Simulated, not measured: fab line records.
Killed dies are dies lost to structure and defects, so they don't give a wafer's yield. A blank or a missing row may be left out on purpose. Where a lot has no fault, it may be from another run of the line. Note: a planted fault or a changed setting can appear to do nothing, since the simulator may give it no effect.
fab line records	flow gf180mcu
record: lots: 5	wafers: 23
route steps=602 shown M2@378 V2@386 M3@409 V3@429 M4@457
start-h: start of the lot's first displayed wafer, in hours after the record's first day	wait-h: hours elapsed since this lot's preceding step	" identical to the entry in the row above	L1.1+2: one row covering several wafers at once	- either no value or no given start	* or withheld: withheld	< > ~ a bound
route shown NAME@n: NAME is a module with steps in the file, n the number in the route of the first one	usual: mean/standard deviation taken from wafers without a fault	same: alike in all rows	chamber/n: place in a boat	sites: the reading at each site	_std_site: their standard deviation	_edge_site: outer sites' mean less inner sites'	radius-mm: how far each site lies from the wafer's centre	mask NAME#n: copy n	behind: the most recent tool/chamber to have shaped the wafer	hold: reason for holding the lot/hours on hold/outcome of the hold	device: whichever transistor did not switch (one of n, p or np)	end of line: the same wafers' tests at the end of the route	a step with no rows: only its recipe	killed: dies that structure and defects cost at the first sort, which is not the same as the wafer's yield	map: a wafer's dies, x killed, . not, _ none there
set.NAME: the setting that was run; set.NAME@STEP: the one run at that earlier step	model.NAME: the simulator's own value behind a step, which no gauge read
lots where settings were altered on purpose, with a table for each step and a row for each wafer
== steps ==
step: GF_M2_METAL_ETCH_16
recipe: chemistry: Cl2/BCl3	mask-material: KrF	target-depth-nm: 627.5	stop-on: SiO2	pressure-mtorr: 8	icp-w: 800	bias-w: 140	Cl2_flow_sccm: 80	bcl3-flow-sccm: 40	time-s: 104.6
lot.wafer	tool	chamber	start-h	wait-h	set.time-s	set.resist-thk-nm@M2_COAT_09	model.M2.feature-depth-nm	model.KrF_of_M2_COAT_09.thk-nm
L074.1	rie-metal-04	0	448.66	0.0	104.6	1000	617.2	739.6
L074.2	"	0	"	"	104.6	1000	610.4	734.1
L074.4	"	0	"	"	104.6	1000	609.9	736.2
L074.5	"	0	"	"	104.6	950.4	616.4	687.9
L074.6	"	0	"	"	104.6	950.4	604.7	685
L075.1	rie-metal-04	0	453.64	0.0	104.6	1000	601.3	735.2
L075.3	"	1	"	"	90.4	1000	-	-
L075.4	"	0	"	"	90.4	1000	535	773.1
L075.5	"	1	"	"	90.4	1000	534.1	771.6
L075.6	"	0	"	"	104.6	1000	-	-
L082.1	rie-metal-01	0	523.07	0.0	97.61	1049	-	-
L082.2	"	1	"	"	104.6	1000	606.8	739.5
L082.3	"	1	"	"	104.6	1049	604.3	785.3
L082.5	"	1	"	"	97.61	1000	581.7	752
L082.6	"	0	"	"	97.61	1000	-	-
L083.2	rie-metal-04	0	523.43	0.0	104.6	1000	602.7	739.5
L083.3	"	1	"	"	92.07	1000	553	764.5
L083.4	"	0	"	"	92.07	953.8	540.4	722.8
L083.5+6	"	0,1	"	"	104.6	953.8	-	-
L084.1	rie-metal-01	1	530.98	0.0	104.6	1000	599.1	731.5
L084.2	"	0	"	"	104.6	1000	599.8	734.6
L084.4	"	1	"	"	104.6	1000	598.9	732.9
step: GF_M2_STRIP_17
recipe: chemistry: O2/N2	power-w: 1400	pressure-mtorr: 1500	platen-temp-c: 250	o2-flow-sccm: 3000	n2-flow-sccm: 300	overash-fraction: 0.5
usual: oes-product-au: 0.559/0.0042	strip-time-to-endpoint-s: 7.89/0.031
lot.wafer	tool	chamber	start-h	wait-h	set.resist-thk-nm@M2_COAT_09	set.time-s@M2_METAL_ETCH_16	oes-product-au	strip-time-to-endpoint-s
L074.1	plasma-asher-02	1	448.88	0.2	1000	104.6	0.560	7.90
L074.2	"	0	"	"	1000	104.6	0.559	7.86
L074.4	"	1	"	"	1000	104.6	0.563	7.88
L074.5	"	1	"	"	950.4	104.6	0.538	7.42
L074.6	"	0	"	"	950.4	104.6	0.532	7.40
L075.1	plasma-asher-04	1	453.75	0.1	1000	104.6	0.562	7.87
L075.3	"	1	"	"	1000	90.4	0.571	8.23
L075.4	"	0	"	"	1000	90.4	0.580	8.24
L075.5	"	0	"	"	1000	90.4	0.573	8.25
L075.6	"	1	"	"	1000	104.6	0.559	7.93
L082.1	plasma-asher-02	1	523.18	0.1	1049	97.61	0.587	8.60
L082.2	"	0	"	"	1000	104.6	0.570	7.92
L082.3	"	1	"	"	1049	104.6	0.580	8.36
L082.5	"	1	"	"	1000	97.61	0.568	8.05
L082.6	"	0	"	"	1000	97.61	0.561	8.10
L083.2	plasma-asher-02	0	523.55	0.1	1000	104.6	0.562	7.92
L083.3	"	1	"	"	1000	92.07	0.569	8.16
L083.4	"	0	"	"	953.8	92.07	0.553	7.75
L083.5	"	1	"	"	953.8	104.6	0.540	7.45
L083.6	"	0	"	"	953.8	104.6	0.538	7.42
L084.1	plasma-asher-03	1	531.10	0.1	1000	104.6	0.557	7.83
L084.2	"	0	"	"	1000	104.6	0.555	7.87
L084.4	"	0	"	"	1000	104.6	0.558	7.85
step: GF_V2_CMP_04
recipe: material: SiO2	down-force-psi: 4	platen-rpm: 60	pad-velocity-m-s: 0.94248
lot.wafer	tool	chamber	start-h	wait-h	set.leave-above-ref-nm	model.SiO2_of_V2_CVD_02.thk-nm
L074.2	cmp-02	0	449.69	0.0	605.2	606
L074.4	"	1	"	"	632.5	634.1
L074.1	"	2	"	"	605.2	606.9
L074.6	"	0	"	"	632.5	633.7
L074.5	"	1	"	"	605.2	606.5
L075.4	cmp-02	3	454.58	0.0	632.5	631.7
L075.1	"	0	"	"	632.5	632.5
L075.3	"	2	"	"	612.6	613.6
L075.5	"	3	"	"	612.6	611.2
L075.6	"	0	"	"	612.6	611.6
L082.2	cmp-01	0	524.26	0.3	632.5	634.9
L082.3	"	1	"	"	632.5	632
L082.1	"	2	"	"	673.1	674.4
L082.5	"	3	"	"	673.1	673.7
L082.6	"	0	"	"	632.5	634.6
L083.2	cmp-02	1	524.34	0.0	632.5	633.1
L083.4	"	3	"	"	655.1	655.9
L083.3	"	0	"	"	632.5	632.7
L083.5	"	1	"	"	655.1	656
L083.6	"	2	"	"	632.5	633.2
L084.2	cmp-02	3	531.90	0.0	632.5	632.6
L084.4	"	1	"	"	632.5	633.3
L084.1	"	2	"	"	632.5	633.2
step: GF_V2_ETCH_16
recipe: chemistry: N2/H2	target-depth-a: withheld	overetch-a: withheld	time-s: withheld	target: BARC	ion-energy-ev: 200	source-w: 500	bias-w: 100	pressure-mtorr: 30	n2-flow-sccm: 100	h2-flow-sccm: 200
lot.wafer	tool	chamber	start-h	wait-h	set.bias-w
L074.1+2+4+5+6	rie-diel-01	2,0,3,1,0	474.22	0.0	100
L075.1+3+5	rie-diel-01	0,3,1	479.32	0.0	100
L075.4+6	"	2	"	"	93.88
L082.1+2+3	rie-diel-02	3,1,0	547.07	0.0	109.9
L082.5+6	"	2,3	"	"	100
L083.2+3+4+5+6	rie-diel-01	3,2,1,3,0	547.36	0.0	100
L084.1+2+4	rie-diel-03	2,0,1	554.91	0.0	100
step: GF_V2_ETCH_17
recipe: chemistry: C4F8/O2/Ar	mask-material: KrF	target: SiO2	stop-on: TiN	source-w: 1500	bias-w: 1200	pressure-mtorr: 40	c4f8-flow-sccm: withheld	O2_flow_sccm: 6	Ar_flow_sccm: 300	time-s: withheld	target-depth-a: 6300
usual: oes-product-au: 0.856/0.0049
lot.wafer	tool	chamber	start-h	wait-h	set.leave-above-ref-nm@V2_CMP_04	oes-product-au	model.V2.feature-depth-nm
L074.1	rie-diel-01	2	-	-	605.2	0.833	606.9
L074.2	"	0	"	"	605.2	0.839	606
L074.4	"	3	"	"	632.5	0.862	634.1
L074.5	"	1	"	"	605.2	0.848	606.5
L074.6	"	0	"	"	632.5	0.862	633.7
L075.1	rie-diel-01	0	-	-	632.5	0.849	632.5
L075.3	"	3	"	"	612.6	0.843	613.6
L075.4	"	2	"	"	632.5	0.849	631.7
L075.5	"	1	"	"	612.6	0.843	611.2
L075.6	"	2	"	"	612.6	0.841	611.6
L082.1	rie-diel-02	3	-	-	673.1	0.884	674.4
L082.2	"	1	"	"	632.5	0.858	634.9
L082.3	"	0	"	"	632.5	0.853	632
L082.5	"	2	"	"	673.1	0.887	673.7
L082.6	"	3	"	"	632.5	0.851	634.6
L083.2	rie-diel-01	3	-	-	632.5	0.858	633.1
L083.3	"	2	"	"	632.5	0.858	632.7
L083.4	"	1	"	"	655.1	0.872	655.9
L083.5	"	3	"	"	655.1	0.878	656
L083.6	"	0	"	"	632.5	0.855	633.2
L084.1	rie-diel-03	2	-	-	632.5	0.858	633.2
L084.2	"	0	"	"	632.5	0.860	632.6
L084.4	"	1	"	"	632.5	0.855	633.3
step: GF_M3_SPUTTER_00
recipe: material: Ti	target-thk-nm: 37.5	arriving-ion-energy-ev: 80	substrate-temp-c: 200	chamber-pressure-pa: 2	power-w: 4000	time-s: 150
lot.wafer	tool	chamber	start-h	wait-h	set.chamber-pressure-pa	model.Ti_of_M3_SPUTTER_00.thk-nm
L074.1	pvd-sputter-02	-	475.70	0.1	2.262	34.86
L074.2	"	-	"	"	2.262	35.14
L074.4	"	-	"	"	2.262	35.6
L074.5	"	-	"	"	2.262	34.81
L074.6	"	-	"	"	2.262	34.97
L075.1	pvd-sputter-01	-	481.02	0.1	1.883	38.5
L075.3	"	-	"	"	1.883	38.24
L075.4	"	-	"	"	1.883	38.34
L075.5	"	-	"	"	1.883	38.46
L075.6	"	-	"	"	1.883	38.55
L082.1	pvd-sputter-01	-	548.42	0.1	1.728	40.53
L082.2	"	-	"	"	1.728	40.85
L082.3	"	-	"	"	1.728	40.33
L082.5	"	-	"	"	1.728	40.88
L082.6	"	-	"	"	1.728	40.79
L083.2	pvd-sputter-02	-	548.72	0.2	2.261	34.82
L083.3	"	-	"	"	2.261	34.46
L083.4	"	-	"	"	2.261	34.69
L083.5	"	-	"	"	2.261	34.21
L083.6	"	-	"	"	2.261	34.98
L084.1	pvd-sputter-01	-	556.27	0.1	2	36.81
L084.2	"	-	"	"	2	37.1
L084.4	"	-	"	"	2	36.96
step: GF_M3_COAT_09
recipe: resist: KrF	spin-rpm: withheld	resist-thk-nm: 1000
lot.wafer	tool	chamber	start-h	wait-h	set.resist-thk-nm
L074.1+2	litho-track-04	0	487.61	0.1	1000
L074.4+5+6	"	0	"	"	957.7
L075.1+3+4+5+6	litho-track-02	0	492.92	0.1	1000
L082.1+2+5	litho-track-01	0	559.58	0.1	1000
L082.3+6	"	0	"	"	966.1
L083.2+3+4+5+6	litho-track-01	0	560.20	0.1	1000
L084.1+2+4	litho-track-02	0	566.72	0.1	1000
step: GF_M3_SOFTBAKE_10
recipe: temp-c: 130	time-s: 60	resist: KrF
step: GF_M3_EXPOSE_11
recipe: mask-id: Metal3	target-cd-nm: 280	na: 0.68	source-shape: conventional	sigma-outer: 0.6	dose-mj: 28
step: GF_M3_PEB_12
recipe: peb-temp-c: 135	peb-time-s: 90	resist: KrF
step: GF_M3_DEVELOP_13
recipe: develop-time-s: 57.74	dev-temp-c: 21
lot.wafer	tool	chamber	start-h	wait-h	set.resist-thk-nm@M3_COAT_09	model.M3.cd-nm
L074.1	litho-track-01	0	499.38	0.2	1000	281.5
L074.2	"	0	"	"	1000	282.4
L074.4	"	0	"	"	957.7	279.5
L074.5	"	0	"	"	957.7	279.8
L074.6	"	0	"	"	957.7	279.3
L075.1	litho-track-01	0	504.38	0.2	1000	278.8
L075.3	"	0	"	"	1000	278.9
L075.4	"	0	"	"	1000	279.9
L075.5	"	0	"	"	1000	278.6
L075.6	"	0	"	"	1000	279.2
L082.1	litho-track-04	0	570.21	0.2	1000	281.2
L082.2	"	0	"	"	1000	280.4
L082.3	"	0	"	"	966.1	279.4
L082.5	"	0	"	"	1000	281.6
L082.6	"	0	"	"	966.1	279.3
L083.2	litho-track-02	0	570.79	0.2	1000	279.1
L083.3	"	0	"	"	1000	280.3
L083.4	"	0	"	"	1000	279.6
L083.5	"	0	"	"	1000	279
L083.6	"	0	"	"	1000	279.3
L084.1	litho-track-02	0	577.87	0.2	1000	280.6
L084.2	"	0	"	"	1000	280.5
L084.4	"	0	"	"	1000	280.8
step: GF_M3_METAL_ETCH_16
recipe: chemistry: Cl2/BCl3	mask-material: KrF	target-depth-nm: 627.5	stop-on: SiO2	pressure-mtorr: 8	icp-w: 800	bias-w: 140	Cl2_flow_sccm: 80	bcl3-flow-sccm: 40	time-s: 104.6
step: GF_M3_STRIP_17
recipe: chemistry: O2/N2	power-w: 1400	pressure-mtorr: 1500	platen-temp-c: 250	o2-flow-sccm: 3000	n2-flow-sccm: 300	overash-fraction: 0.5
usual: strip-time-to-endpoint-s: 7.87/0.054
lot.wafer	tool	chamber	start-h	wait-h	set.resist-thk-nm@M3_COAT_09	strip-time-to-endpoint-s
L074.1	plasma-asher-04	0	499.80	0.1	1000	7.85
L074.2	"	1	"	"	1000	7.91
L074.4	"	0	"	"	957.7	7.46
L074.5	"	0	"	"	957.7	7.45
L074.6	"	1	"	"	957.7	7.49
L075.1	plasma-asher-01	1	504.80	0.1	1000	7.88
L075.3	"	1	"	"	1000	7.86
L075.4	"	0	"	"	1000	7.87
L075.5	"	1	"	"	1000	7.86
L075.6	"	0	"	"	1000	7.87
L082.1	plasma-asher-01	0	570.63	0.1	1000	7.78
L082.2	"	1	"	"	1000	7.83
L082.3	"	1	"	"	966.1	7.41
L082.5	"	0	"	"	1000	7.85
L082.6	"	1	"	"	966.1	7.46
L083.2	plasma-asher-04	1	571.18	0.1	1000	7.84
L083.3	"	0	"	"	1000	7.88
L083.4	"	1	"	"	1000	7.81
L083.5	"	0	"	"	1000	7.83
L083.6	"	1	"	"	1000	7.80
L084.1	plasma-asher-04	1	578.28	0.1	1000	7.80
L084.2	"	0	"	"	1000	7.90
L084.4	"	0	"	"	1000	7.90
step: GF_V3_CVD_00
recipe: material: SiO2	target-thk-nm: 600	sigma-open-frac: 0.3	temp-c: 400	time-s: 100	sih4-flow-sccm: 60	pressure-mtorr: 6
lot.wafer	tool	chamber	start-h	wait-h	set.sih4-flow-sccm	model.SiO2_of_V3_CVD_00.thk-nm
L074.1	hdpcvd-02	2	500.36	0.0	52.02	514.2
L074.2	"	1	"	"	60	598.6
L074.4	"	2	"	"	52.02	516.7
L074.5	"	0	"	"	52.02	519.9
L074.6	"	1	"	"	60	589.5
L075.1	hdpcvd-02	0	505.34	0.0	60	606.9
L075.3	"	2	"	"	60	605.4
L075.4+5	"	2,0	"	"	60	608.1
L075.6	"	1	"	"	60	599.1
L082.1	hdpcvd-02	2	571.16	0.0	60	598.2
L082.2	"	1	"	"	60	593.6
L082.3	"	0	"	"	62.65	621.3
L082.5	"	0	"	"	62.65	637.6
L082.6	"	2	"	"	60	602.5
L083.2	hdpcvd-02	1	571.72	0.0	60	601.5
L083.3	"	0	"	"	63.29	648.9
L083.4	"	1	"	"	63.29	632.5
L083.5	"	2	"	"	60	610.9
L083.6	"	0	"	"	63.29	648.5
L084.1	hdpcvd-01	2	578.82	0.0	60	595.8
L084.2	"	0	"	"	60	593.3
L084.4	"	0	"	"	60	606.1
step: GF_V3_THK_MEAS_01
recipe: reads: SiO2_of_V3_CVD_00
usual: V3_CVD_00_THK: 600/6.6
lot.wafer	tool	chamber	start-h	wait-h	set.sih4-flow-sccm@V3_CVD_00	V3_CVD_00_THK[nm]
L074.1	film-metro-04	-	500.43	0.0	52.02	514
L074.2	"	-	"	"	60	599
L074.4	"	-	"	"	52.02	517
L074.5	"	-	"	"	52.02	520
L074.6	"	-	"	"	60	589
L075.1	film-metro-04	-	505.41	0.0	60	608
L075.3	"	-	"	"	60	605
L075.4	"	-	"	"	60	608
L075.5	"	-	"	"	60	608
L075.6	"	-	"	"	60	599
L082.1	film-metro-04	-	571.23	0.0	60	598
L082.2	"	-	"	"	60	594
L082.3	"	-	"	"	62.65	621
L082.5	"	-	"	"	62.65	637
L082.6	"	-	"	"	60	602
L083.2	film-metro-04	-	571.80	0.0	60	601
L083.3	"	-	"	"	63.29	649
L083.4	"	-	"	"	63.29	633
L083.5	"	-	"	"	60	611
L083.6	"	-	"	"	63.29	649
L084.1	film-metro-03	-	578.89	0.0	60	596
L084.2	"	-	"	"	60	594
L084.4	"	-	"	"	60	606
step: GF_V3_CVD_23
recipe: material: W	target-thk-nm: 350	time-s: 104.9	temp-c: 400	pressure-torr: 40
lot.wafer	tool	chamber	start-h	wait-h	set.temp-c	model.W_of_V3_CVD_23.thk-nm
L074.1	cvd-w-02	0	526.05	0.0	400	348.9
L074.2	"	1	"	"	400	351.1
L074.4	"	1	"	"	400	346.2
L074.5	"	1	"	"	400	346.7
L074.6	"	0	"	"	400	349.3
L075.1	cvd-w-02	0	529.88	0.0	410.5	418.4
L075.3	"	1	"	"	400	344.6
L075.4	"	0	"	"	400	346.3
L075.5	"	1	"	"	410.5	420.6
L075.6	"	0	"	"	410.5	416
L082.1	cvd-w-02	0	594.53	0.0	409.3	414.6
L082.2	"	1	"	"	400	347.1
L082.3	"	0	"	"	400	346.7
L082.5	"	0	"	"	400	350.5
L082.6	"	1	"	"	409.3	408.5
L083.2	cvd-w-01	0	595.23	0.0	406	389.4
L083.3	"	0	"	"	400	351.2
L083.4	"	1	"	"	406	391.1
L083.5	"	1	"	"	406	395.7
L083.6	"	0	"	"	400	344.4
L084.1	cvd-w-01	0	601.22	0.0	400	356.4
L084.2	"	1	"	"	400	353.5
L084.4	"	0	"	"	400	350
step: GF_V3_RS_MEAS_24
recipe: thk-meas-gauge: four-point-probe	reads: W_of_V3_CVD_23+TiN_of_V3_SPUTTER_22+Ti_of_V3_SPUTTER_21
usual: V3_W_RS: 0.327/0.0033
lot.wafer	tool	chamber	start-h	wait-h	set.temp-c@V3_CVD_23	V3_W_RS[ohm/sq]
L074.1	film-metro-04	-	526.16	0.1	400	0.328
L074.2	"	-	"	"	400	0.326
L074.4	"	-	"	"	400	0.330
L074.5	"	-	"	"	400	0.331
L074.6	"	-	"	"	400	0.327
L075.1	film-metro-04	-	529.99	0.1	410.5	0.273
L075.3	"	-	"	"	400	0.332
L075.4	"	-	"	"	400	0.331
L075.5	"	-	"	"	410.5	0.272
L075.6	"	-	"	"	410.5	0.274
L082.1	film-metro-02	-	594.64	0.1	409.3	0.276
L082.2	"	-	"	"	400	0.331
L082.3	"	-	"	"	400	0.331
L082.5	"	-	"	"	400	0.327
L082.6	"	-	"	"	409.3	0.280
L083.2	film-metro-02	-	595.36	0.1	406	0.294
L083.3	"	-	"	"	400	0.327
L083.4	"	-	"	"	406	0.293
L083.5	"	-	"	"	406	0.289
L083.6	"	-	"	"	400	0.334
L084.1	film-metro-04	-	601.33	0.1	400	0.321
L084.2	"	-	"	"	400	0.324
L084.4	"	-	"	"	400	0.327
step: GF_V3_THK_MEAS_25
recipe: thk-meas-gauge: xrf	reads: W_of_V3_CVD_23
usual: V3_W_THK: 344/4.9
lot.wafer	tool	chamber	start-h	wait-h	set.temp-c@V3_CVD_23	V3_W_THK[nm]
L074.1	film-metro-04	-	526.28	0.1	400	344
L074.2	"	-	"	"	400	345
L074.4	"	-	"	"	400	340
L074.5	"	-	"	"	400	340
L074.6	"	-	"	"	400	343
L075.1	film-metro-04	-	530.11	0.1	410.5	412
L075.3	"	-	"	"	400	342
L075.4	"	-	"	"	400	342
L075.5	"	-	"	"	410.5	418
L075.6	"	-	"	"	410.5	410
L082.1	film-metro-02	-	594.76	0.1	409.3	403
L082.2	"	-	"	"	400	342
L082.3	"	-	"	"	400	339
L082.5	"	-	"	"	400	344
L082.6	"	-	"	"	409.3	400
L083.2	film-metro-02	-	595.47	0.1	406	381
L083.3	"	-	"	"	400	344
L083.4	"	-	"	"	406	382
L083.5	"	-	"	"	406	384
L083.6	"	-	"	"	400	338
L084.1	film-metro-04	-	601.45	0.1	400	353
L084.2	"	-	"	"	400	348
L084.4	"	-	"	"	400	346
step: GF_V3_CMP_26
recipe: stop-on: SiO2	down-force-psi: 3.5	platen-rpm: 60	t-overpolish-s: 15	target-thk-nm: 0	pad-velocity-m-s: 0.94248
usual: time-to-endpoint-s: 86/3.4
lot.wafer	tool	chamber	start-h	wait-h	set.temp-c@V3_CVD_23	time-to-endpoint-s
L074.4	cmp-02	1	526.34	0.0	400	84
L074.1	"	3	"	"	400	83
L074.2	"	0	"	"	400	86
L074.6	"	1	"	"	400	84
L074.5	"	2	"	"	400	85
L075.3	cmp-01	0	530.17	0.0	400	93
L075.1	"	1	"	"	410.5	105
L075.4	"	3	"	"	400	89
L075.5	"	0	"	"	410.5	112
L075.6	"	1	"	"	410.5	103
L082.3	cmp-02	3	594.93	0.1	400	82
L082.2	"	0	"	"	400	85
L082.1	"	1	"	"	409.3	100
L082.6	"	2	"	"	409.3	100
L082.5	"	3	"	"	400	80
L083.2	cmp-02	0	595.52	0.0	406	94
L083.3	"	1	"	"	400	87
L083.4	"	2	"	"	406	99
L083.5	"	0	"	"	406	99
L083.6	"	1	"	"	400	86
L084.1	cmp-02	1	601.52	0.1	400	89
L084.2	"	2	"	"	400	91
L084.4	"	0	"	"	400	85
step: GF_M4_SPUTTER_01
recipe: material: TiN	target-thk-nm: 30	power-w: 6500	time-s: 25	chamber-pressure-pa: 0.4
lot.wafer	tool	chamber	start-h	wait-h	set.time-s	model.TiN_of_M4_SPUTTER_01.thk-nm
L074.1	pvd-sputter-04	-	526.74	0.1	25	29.94
L074.2	"	-	"	"	22.59	26.75
L074.4	"	-	"	"	22.59	27.06
L074.5	"	-	"	"	22.59	27.03
L074.6	"	-	"	"	25	30.19
L075.1	pvd-sputter-03	-	530.57	0.1	25	29.68
L075.3	"	-	"	"	28.12	33.33
L075.4	"	-	"	"	25	29.82
L075.5	"	-	"	"	28.12	33.17
L075.6	"	-	"	"	28.12	33.49
L082.1	pvd-sputter-03	-	595.28	0.1	25	30.44
L082.2	"	-	"	"	25	30.14
L082.3	"	-	"	"	25	29.95
L082.5	"	-	"	"	25	30.01
L082.6	"	-	"	"	25	30.12
L083.2+6	pvd-sputter-01	-	595.92	0.1	25	30.12
L083.3	"	-	"	"	25	29.96
L083.4	"	-	"	"	25	30.26
L083.5	"	-	"	"	25	30.06
L084.1	pvd-sputter-03	-	601.92	0.1	25	30.09
L084.2	"	-	"	"	25	29.99
L084.4	"	-	"	"	25	29.57
step: GF_M4_COAT_09
recipe: resist: KrF	spin-rpm: withheld	resist-thk-nm: 1000
lot.wafer	tool	chamber	start-h	wait-h	set.resist-thk-nm	model.KrF_of_M4_COAT_09.thk-nm
L074.1	litho-track-01	0	538.23	0.1	953.5	952.1
L074.2+5	"	0	"	"	1000	-
L074.4	"	0	"	"	953.5	-
L074.6	"	0	"	"	1000	1001
L075.1	litho-track-03	0	541.86	0.1	1000	997.2
L075.3+5	"	0	"	"	1021	-
L075.4	"	0	"	"	1021	1020
L075.6	"	0	"	"	1000	-
L082.1	litho-track-02	0	605.71	0.1	1000	1001
L082.2	"	0	"	"	950.5	951.1
L082.3	"	0	"	"	950.5	950.1
L082.5	"	0	"	"	1000	1002
L082.6	"	0	"	"	1000	999.8
L083.2	litho-track-01	0	606.05	0.1	1019	1020
L083.3	"	0	"	"	1019	1018
L083.4	"	0	"	"	1000	1001
L083.5	"	0	"	"	1000	1002
L083.6	"	0	"	"	1019	1019
L084.1	litho-track-02	0	612.11	0.1	1000	1006
L084.2	"	0	"	"	1000	1005
L084.4	"	0	"	"	1000	1002
== key ==
split: step: GF_M2_METAL_ETCH_16	setting: time-s	stated: 104.6	by: wafer
response: step: GF_M2_METAL_ETCH_16	reading: model.M2.feature-depth-nm	change: +4.66	per: 1%	r: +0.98
response: step: GF_M2_METAL_ETCH_16	reading: model.KrF_of_M2_COAT_09.thk-nm	slope: -2.47	per: 1%	together-with: resist-thk-nm@M2_COAT_09	explained: 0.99
response: step: GF_M2_STRIP_17	reading: strip-time-to-endpoint-s	slope: *	per: 1%	together-with: resist-thk-nm@M2_COAT_09	explained: 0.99
split: step: GF_V2_CMP_04	setting: leave-above-ref-nm	stated: 632.5	by: wafer
response: step: GF_V2_CMP_04	reading: model.SiO2_of_V2_CVD_02.thk-nm	change: +6.32	per: 1%	r: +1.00
response: step: GF_V2_ETCH_17	reading: oes-product-au	change: +0.00469	per: 1%	r: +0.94
response: step: GF_V2_ETCH_17	reading: model.V2.feature-depth-nm	change: +6.32	per: 1%	r: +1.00
split: step: GF_V2_ETCH_16	setting: bias-w	stated: 100	by: wafer
response none clear
split: step: GF_M3_SPUTTER_00	setting: chamber-pressure-pa	stated: 2	by: lot
response: step: GF_M3_SPUTTER_00	reading: model.Ti_of_M3_SPUTTER_00.thk-nm	change: -0.21	per: 1%	r: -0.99
split: step: GF_M3_COAT_09	setting: resist-thk-nm	stated: 1000	by: wafer
response: step: GF_M3_DEVELOP_13	reading: model.M3.cd-nm	change: +0.54	per: 1%	r: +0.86
response: step: GF_M3_STRIP_17	reading: strip-time-to-endpoint-s	change: *	per: 1%	r: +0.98
split: step: GF_V3_CVD_00	setting: sih4-flow-sccm	stated: 60	by: wafer
response: step: GF_V3_CVD_00	reading: model.SiO2_of_V3_CVD_00.thk-nm	change: +6.04	per: 1%	r: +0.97
response: step: GF_V3_THK_MEAS_01	reading: V3_CVD_00_THK	change: +6.02	per: 1%	r: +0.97
split: step: GF_V3_CVD_23	setting: temp-c	stated: 400	by: wafer
response: step: GF_V3_CVD_23	reading: model.W_of_V3_CVD_23.thk-nm	change: +27.9	per: 1%	r: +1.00
response: step: GF_V3_RS_MEAS_24	reading: V3_W_RS	change: -0.0227	per: 1%	r: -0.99
response: step: GF_V3_THK_MEAS_25	reading: V3_W_THK	change: +26.8	per: 1%	r: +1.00
response: step: GF_V3_CMP_26	reading: time-to-endpoint-s	change: *	per: 1%	r: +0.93
split: step: GF_M4_SPUTTER_01	setting: time-s	stated: 25	by: wafer
response: step: GF_M4_SPUTTER_01	reading: model.TiN_of_M4_SPUTTER_01.thk-nm	change: +0.3	per: 1%	r: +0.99
split: step: GF_M4_COAT_09	setting: resist-thk-nm	stated: 1000	by: wafer
response: step: GF_M4_COAT_09	reading: model.KrF_of_M4_COAT_09.thk-nm	change: +10.2	per: 1%	r: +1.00
split outside-this-file step=GF_M2_COAT_09 setting=resist-thk-nm
split outside-this-file: this setting was split too, and the file shows its column; the key of that split is in another file
